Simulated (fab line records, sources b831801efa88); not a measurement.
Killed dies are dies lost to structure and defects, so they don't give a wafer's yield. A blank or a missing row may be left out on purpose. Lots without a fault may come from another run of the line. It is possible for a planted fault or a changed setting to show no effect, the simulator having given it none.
A struck lot beside a sound one / flow sky130 / 32 out of 708 route steps
Sound: wafers L223.1, L223.2, L223.6. Struck: wafer L235.6 (L235.1, L235.5, from the same lot, were not struck and are left out); the cause is given at the end.
Each step with rows lists, per side, the tool, then ch with its chambers, then its first start. Under that, the readings that differ: sound wafers / struck wafers / difference of the means / sigmas: that difference in standard deviations of wafers without a fault.
alike: words and numbers the same on both sides, and readings whose means are apart by under 2 such deviations; not compared: readings that were withheld, readings missing a value for some wafer, numbers with overlapping values and no deviation given by the record, and bounds like >300 which may hide the same value.
Wherever a step has rows on one side only, a row that says differs or no value, or a row with sigmas, the two part there. Numbers that don't overlap but have no deviation are shown without sigmas and don't part them. A reading missing from all wafers of one side parts the sides only when that side holds two or more wafers.

first, 3 steps without rows for these wafers: SKY_VIA1_STRIP_17 (strips in post etch residue remover, time 1200 s); SKY_VIA1_CLEAN_18 (cleans in IPA, time 180 s); SKY_VIA1_CLEAN_19 (cleans in O3/DIW).
SKY_VIA1_SPUTTER_20: material TiN, target thk 20 nm, time 80 s.
  sound: pvd sputter-04 at day 35 03:01; struck: pvd sputter-02 at day 38 16:20
  alike: chamber pressure pa, throttle valve pct
then, 1 step without rows for these wafers: SKY_VIA1_CVD_21 (deposits W, target thk 270 nm, time 80.902 s).
SKY_VIA1_RS_MEAS_22: the measuring method here is four-point-probe.
  sound: film metro-01 at day 35 03:11; struck: film metro-03 at day 38 16:29
  alike: VIA1_W_RS
SKY_VIA1_THK_MEAS_23: measures by xrf.
  sound: film metro-01 at day 35 03:18; struck: film metro-03 at day 38 16:37
  alike: VIA1_W_THK
then, 1 step without rows for these wafers: SKY_VIA1_CMP_24 (polishes, stops on SiO2, t overpolish 15 s, target thk 0 nm).
SKY_METAL2_SPUTTER_00: material Ti, target thk 15 nm, time 10 s.
  sound: pvd sputter-03 at day 35 03:40; struck: pvd sputter-03 at day 38 16:58
reading=chamber pressure pa (Pa); sound=0.3987 0.4005 0.3991; struck=0.4010; difference=+0.0016; sigmas=+2
  alike: throttle valve pct
then, 1 step without rows for these wafers: SKY_METAL2_SPUTTER_01 (material TiN, target thk 20 nm, time 16.7 s).
SKY_METAL2_SPUTTER_02: material AlCu, target thk 250 nm, time 13.3 s.
  sound: pvd sputter-03 at day 35 03:42; struck: pvd sputter-03 at day 38 17:01
  alike: chamber pressure pa, throttle valve pct
then, 1 step without rows for these wafers: SKY_METAL2_SPUTTER_03 (material Ti, target thk 5 nm, time 3.3 s).
SKY_METAL2_SPUTTER_04: material TiN, target thk 70 nm, time 58.3 s.
  sound: pvd sputter-03 at day 35 03:45; struck: pvd sputter-03 at day 38 17:04
reading=model.TiN_of_METAL2_SPUTTER_04.thk nm (nm); sound=71.74 70.68 71.08; struck=54.01; difference=-17.16; sigmas=
  alike: chamber pressure pa, throttle valve pct
SKY_METAL2_RS_MEAS_05: the measuring method here is four-point-probe.
  sound: film metro-03 at day 35 03:48; struck: film metro-02 at day 38 17:07
  alike: METAL2_ALCU_RS
SKY_METAL2_THK_MEAS_06: measures by xrf.
  sound: film metro-03 at day 35 03:55; struck: film metro-02 at day 38 17:14
  alike: METAL2_ALCU_THK
then, 8 steps without rows for these wafers: SKY_METAL2_DEHYDRATE_07 (time 60 s); SKY_METAL2_HMDS_08 (prime time 60 s); SKY_METAL2_COAT_09 (resist thk 60 nm); SKY_METAL2_COAT_10 (resist thk 450 nm); SKY_METAL2_SOFTBAKE_11 (time 90 s); SKY_METAL2_EXPOSE_12 (exposes mask MM2, target cd 140 nm); SKY_METAL2_PEB_13; SKY_METAL2_DEVELOP_14 (develop time 60 s).
SKY_METAL2_CD_MEAS_15 targets a cd of 140 nm.
  sound: cd sem-01 at day 36 06:05; struck: cd sem-01 at day 39 17:18
reading=cd nm (nm); sound=138.0 139.1 137.2; struck=142.1; difference=+4.0; sigmas=+2
SKY_METAL2_OVL_MEAS_16:
  sound: overlay-01 at day 36 06:12; struck: overlay-01 at day 39 17:25
  alike: METAL2_OVL
then, 2 steps without rows for these wafers: SKY_METAL2_DESCUM_17 (chemistry O2, time 8 s); SKY_METAL2_ETCH_18 (etches BARC in N2/H2, stops on SiO2, time 45.9 s, target depth 60 nm).
SKY_METAL2_METAL_ETCH_19: etches the open film in Cl2/BCl3, stops on SiO2, target depth 360 nm, time 78 s.
  sound on rie metal-04 ch 0,1, day 36 06:20; struck on rie metal-04 ch 1, day 39 17:33
  alike: drypump motor current A, oes product au, throttle valve pct
  not compared: rf hours counter h
SKY_METAL2_STRIP_20: strips in O2/N2.
  sound on plasma asher-04 ch 0,1, day 36 06:25; struck on plasma asher-04 ch 1, day 39 17:38
  alike: drypump motor current A, oes product au, strip time to endpoint s
  not compared: rf hours counter h
SKY_METAL2_STRIP_21: strips in post etch residue remover, time 1200 s.
  sound on wet bench-04 ch 2, day 36 06:31; struck on wet bench-04 ch 1, day 39 17:44
reading=model.TiN_of_METAL2_SPUTTER_04.thk nm (nm); sound=71.32 70.26 70.66; struck=53.6; difference=-17.1; sigmas=
then, 2 steps without rows for these wafers: SKY_METAL2_CLEAN_22 (cleans in IPA, time 180 s); SKY_PAD_OPEN_PROBE_99.

## WHERE THEY PART
Earliest at SKY_METAL2_SPUTTER_00; latest, in this record, at SKY_METAL2_CD_MEAS_15. Later steps at which nothing parts them and some readings are alike: SKY_METAL2_OVL_MEAS_16, SKY_METAL2_METAL_ETCH_19, SKY_METAL2_STRIP_20.

WHY: what had been put in by the simulator
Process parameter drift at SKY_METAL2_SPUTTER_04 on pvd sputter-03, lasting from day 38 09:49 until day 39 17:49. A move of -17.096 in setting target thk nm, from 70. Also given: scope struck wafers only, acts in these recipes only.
